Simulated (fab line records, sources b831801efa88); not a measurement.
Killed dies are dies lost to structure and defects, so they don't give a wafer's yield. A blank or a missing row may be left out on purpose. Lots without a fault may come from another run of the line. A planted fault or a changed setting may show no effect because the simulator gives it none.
A struck lot beside a sound one | flow sky130 | 19 steps out of a route of 708
Sound: wafers L725.2, L725.3, L725.5. Struck: wafer L721.5. (L721.3, L721.4 of the same lot were not struck and are left out.) The cause comes at the end.
At each step with rows: each side's tool, then ch and its chambers, then its first start. Under that, the readings that differ: sound wafers | struck wafers | difference of the means | sigmas: that difference in standard deviations of wafers without a fault.
alike: readings whose means differ by less than 2 such deviations, and words and numbers that are the same on both sides. not compared: withheld readings, readings that some wafer has no value for, bounds like >300 that may hide the same value, and numbers for which the record gives no deviation and whose values overlap.
The two part at a step that has a row with sigmas, a row that says differs or no value, or rows on one side only. Numbers that don't overlap but have no deviation are shown without sigmas and don't part them. A reading that every wafer of one side lacks parts them only if that side has two wafers or more.

SKY_FIELD_ISO_BOW_MEAS_00:
  sound on film_metro-01, day 4 08:01; struck on film_metro-04, day 3 12:02
  alike: INCOMING_BOW
then, 1 step without rows for these wafers: SKY_FIELD_ISO_OXIDATION_01 (stabilise 600 s, purge 300 s, target thk 12 nm).
SKY_FIELD_ISO_THK_MEAS_02:
  sound on film_metro-01, day 4 10:21; struck on film_metro-01, day 3 14:26
  alike: FIELD_ISO_OXIDATION_00_THK
then, 1 step without rows for these wafers: SKY_FIELD_ISO_CVD_03 (deposits Si3N4 from DCS/NH3, target thk 165 nm, time 2830 s).
SKY_FIELD_ISO_THK_MEAS_04:
  sound on film_metro-01, day 4 12:20; struck on film_metro-01, day 3 16:17
  reading                   | sound             | struck | difference | sigmas
  FIELD_ISO_CVD_03_THK (nm) | 166.0 166.0 166.7 | 163.0  | -3.2       | -3
then, 3 steps without rows for these wafers: SKY_FIELD_ISO_DEHYDRATE_05 (time 60 s); SKY_FIELD_ISO_HMDS_06 (prime time 60 s); SKY_FIELD_ISO_COAT_07 (resist thk 60 nm).
SKY_FIELD_ISO_COAT_08: resist thk 450 nm.
  sound on litho_track-03 ch 0, day 4 20:00; struck on litho_track-01 ch 0, day 4 00:00
  reading                                          | sound             | struck | difference | sigmas
  model.KrF-thick_of_FIELD_ISO_COAT_08.thk_nm (nm) | 447.2 448.5 447.7 | 429.3  | -18.5      |
  alike: chill_plate_temp_C
then, 4 steps without rows for these wafers: SKY_FIELD_ISO_SOFTBAKE_09 (time 90 s); SKY_FIELD_ISO_EXPOSE_10 (exposes mask FOM, target cd 150 nm); SKY_FIELD_ISO_PEB_11; SKY_FIELD_ISO_DEVELOP_12 (develop time 60 s).
SKY_FIELD_ISO_CD_MEAS_13: target cd 150 nm.
  sound on cd_sem-02, day 5 05:25; struck on cd_sem-02, day 4 08:46
  alike: cd_nm
SKY_FIELD_ISO_ETCH_14: etches BARC in N2/H2, stops on SiO2, time 45.9 s, target depth 60 nm.
  sound on rie_diel-03 ch 1,2,3, day 5 05:31; struck on rie_diel-01 ch 1, day 4 08:51
  reading                     | sound       | struck | difference | sigmas
  drypump_motor_current_A (A) | 5.5 6.4 5.9 | 5.1    | -0.8       | -2
  alike: n2_flow_sccm, oes_product_au, throttle_valve_pct
  not compared: rf_hours_counter_h
SKY_FIELD_ISO_ETCH_15: etches the open film in CHF3/O2, stops on Si, target depth 180 nm, time 72 s.
  sound on rie_diel-03 ch 1,2,3, day 5 05:33; struck on rie_diel-01 ch 1, day 4 08:53
  reading                                          | sound             | struck | difference | sigmas
  drypump_motor_current_A (A)                      | 5.5 6.3 5.9       | 5.1    | -0.8       | -2
  oes_product_au (a.u.)                            | 0.947 0.955 0.948 | 0.938  | -0.012     | -2
  model.KrF-thick_of_FIELD_ISO_COAT_08.thk_nm (nm) | 232.5 236.2 234   | 214.1  | -20.1      |
  alike: throttle_valve_pct
  not compared: rf_hours_counter_h
SKY_FIELD_ISO_STRIP_16: strips in O2/N2.
  sound on plasma_asher-02 ch 0,1, day 5 05:37; struck on plasma_asher-04 ch 1, day 4 08:59
  reading                      | sound             | struck | difference | sigmas
  oes_product_au (a.u.)        | 0.381 0.377 0.388 | 0.372  | -0.010     | -2
  strip_time_to_endpoint_s (s) | 3.501 3.551 3.506 | 3.306  | -0.213     | -8
  alike: drypump_motor_current_A, n2_flow_sccm, o2_flow_sccm
  not compared: rf_hours_counter_h
SKY_FIELD_ISO_ETCH_17: etches Si in HBr/Cl2/O2, target depth 342 nm, time 97.7 s.
  sound on rie_si-01 ch 0,2,3, day 5 05:43; struck on rie_si-02 ch 3, day 4 09:03
  alike: drypump_motor_current_A, oes_product_au, throttle_valve_pct
  not compared: rf_hours_counter_h
-- the record jumps here: 44 days lie between the struck wafers' starts before and after (it left off in module FIELD_ISO and takes up again in module PAD_OPEN, whose first step shown is number 708 of the route) --
SKY_PAD_OPEN_PROBE_99:
  sound on prober-02, day 48 15:37; struck on prober-02, day 47 22:00
  reading         | sound | struck | difference | sigmas
  killed_at_other | 0 1 0 | 2      | +2         | +3
  alike: killed_at_M0_to_M3, killed_at_M4_up, killed_at_contacts, killed_at_front_end, killed_dies, killed_open, killed_short

WHERE THEY PART
First at SKY_FIELD_ISO_THK_MEAS_04; last, within this record, at SKY_PAD_OPEN_PROBE_99.

WHY: what the simulator had put in
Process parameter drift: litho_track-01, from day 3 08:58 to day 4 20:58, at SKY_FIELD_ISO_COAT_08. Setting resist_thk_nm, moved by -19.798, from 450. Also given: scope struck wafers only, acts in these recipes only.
